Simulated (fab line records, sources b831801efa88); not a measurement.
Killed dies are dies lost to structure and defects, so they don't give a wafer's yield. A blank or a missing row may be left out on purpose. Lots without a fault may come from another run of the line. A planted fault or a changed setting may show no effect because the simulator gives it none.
Tool commonality check | flow gf180mcu | 12 lots, 36 wafers sampled

WHY IT WAS OPENED
At GF_CONTACT_THK_MEAS_01 the reading CONTACT_CVD_00_THK is flagged on 2 of 12 lots. Wafers without a fault read 302 nm, standard deviation 3.2.
Rule: a lot is flagged when every wafer of it that has a number lies more than 4 standard deviations from that mean, or none has a number. The other lots count as sound.

lot  | measured     | on            | CONTACT_CVD_00_THK (nm), wafer by wafer | flag
L668 | day 15 17:10 | film_metro-03 | 303 303 304                             |
L669 | day 16 04:11 | film_metro-03 | 300 303 300                             |
L670 | day 16 13:09 | film_metro-04 | 305 304 305                             |
L672 | day 17 09:42 | film_metro-03 | 304 303 309                             |
L680 | day 20 02:28 | film_metro-01 | 262 259 258                             | FLAGGED
L681 | day 20 15:10 | film_metro-04 | 257 257 256                             | FLAGGED
L684 | day 21 13:16 | film_metro-01 | 300 302 302                             |
L685 | day 21 21:25 | film_metro-01 | 301 301 300                             |
L686 | day 22 03:44 | film_metro-03 | 301 299 299                             |
L688 | day 22 21:33 | film_metro-03 | 303 301 302                             |
L689 | day 23 05:16 | film_metro-04 | 297 300 296                             |
L690 | day 23 10:26 | film_metro-01 | 301 301 302                             |
The numbers of the flagged lots are 258 nm on average: -44 nm against the usual, or -14 standard deviations.

WHICH TOOL RAN EACH LOT
The record holds 2 process steps before the reading, out of a route of 602 steps. In each cell: the tool, then ch and the chambers that the sampled wafers went through, then the start.
lot  | flag    | GF_SALICIDE_RTA_08               | GF_CONTACT_CVD_00
L668 |         | rtp_anneal-02 ch 0, day 15 17:00 | hdpcvd-01 ch 0,1, day 15 17:05
L669 |         | rtp_anneal-01 ch 0, day 16 04:03 | hdpcvd-01 ch 1,2, day 16 04:07
L670 |         | rtp_anneal-01 ch 0, day 16 12:59 | hdpcvd-01 ch 1,2, day 16 13:04
L672 |         | rtp_anneal-01 ch 0, day 17 09:33 | hdpcvd-01 ch 0,1, day 17 09:39
L680 | FLAGGED | rtp_anneal-02 ch 0, day 20 02:19 | hdpcvd-01 ch 0,1,2, day 20 02:25
L681 | FLAGGED | rtp_anneal-01 ch 0, day 20 15:01 | hdpcvd-01 ch 0,1, day 20 15:07
L684 |         | rtp_anneal-01 ch 0, day 21 13:08 | hdpcvd-02 ch 0,2, day 21 13:14
L685 |         | rtp_anneal-02 ch 0, day 21 21:17 | hdpcvd-02 ch 0,1,2, day 21 21:22
L686 |         | rtp_anneal-01 ch 0, day 22 03:35 | hdpcvd-02 ch 1,2, day 22 03:40
L688 |         | rtp_anneal-02 ch 0, day 22 21:25 | hdpcvd-02 ch 0,1,2, day 22 21:31
L689 |         | rtp_anneal-02 ch 0, day 23 05:07 | hdpcvd-02 ch 0,1,2, day 23 05:13
L690 |         | rtp_anneal-02 ch 0, day 23 10:18 | hdpcvd-02 ch 1,2, day 23 10:24
What these steps do:
- GF_SALICIDE_RTA_08: time 30 s.
- GF_CONTACT_CVD_00: deposits SiO2, target thk 300 nm, time 50 s.
- GF_CONTACT_THK_MEAS_01

FLAGGED OVER TOTAL, TOOL BY TOOL (the gauges that took the reading come last)
step                   | tool          | lots run | flagged | share of the flagged lots | sound lots run after its first flagged lot
GF_SALICIDE_RTA_08     | rtp_anneal-01 | 6        | 1       | some                      | 2 (L684,L686)
GF_SALICIDE_RTA_08     | rtp_anneal-02 | 6        | 1       | some                      | 4 (L685,L688,L689,L690)
GF_CONTACT_CVD_00      | hdpcvd-01     | 6        | 2       | all                       | 0
GF_CONTACT_CVD_00      | hdpcvd-02     | 6        | 0       | none                      | -
GF_CONTACT_THK_MEAS_01 | film_metro-01 | 4        | 1       | some                      | 3 (L684,L685,L690)
GF_CONTACT_THK_MEAS_01 | film_metro-03 | 5        | 0       | none                      | -
GF_CONTACT_THK_MEAS_01 | film_metro-04 | 3        | 1       | some                      | 1 (L689)

WHAT THE TABLE ALLOWS
1 row of the table ran every flagged lot: hdpcvd-01 at GF_CONTACT_CVD_00.
- hdpcvd-01 at GF_CONTACT_CVD_00: 2 of its 6 lots flagged. Its last sound lot is L672 (day 17 09:39), its first flagged lot L680 (day 20 02:25): a fault that began between those two fits. Its own readings lie more than 4 standard deviations out on every wafer of the flagged lots: sih4_flow_sccm.
One tool is left: hdpcvd-01 at GF_CONTACT_CVD_00.

WHAT THE SIMULATOR HAD PUT IN
Process parameter drift: hdpcvd-01, from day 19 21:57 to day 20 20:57, at GF_CONTACT_CVD_00. Setting sih4_flow_sccm, moved by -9, from 60. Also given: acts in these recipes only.
Lots struck among those shown: L680, L681. The rule above found the same.
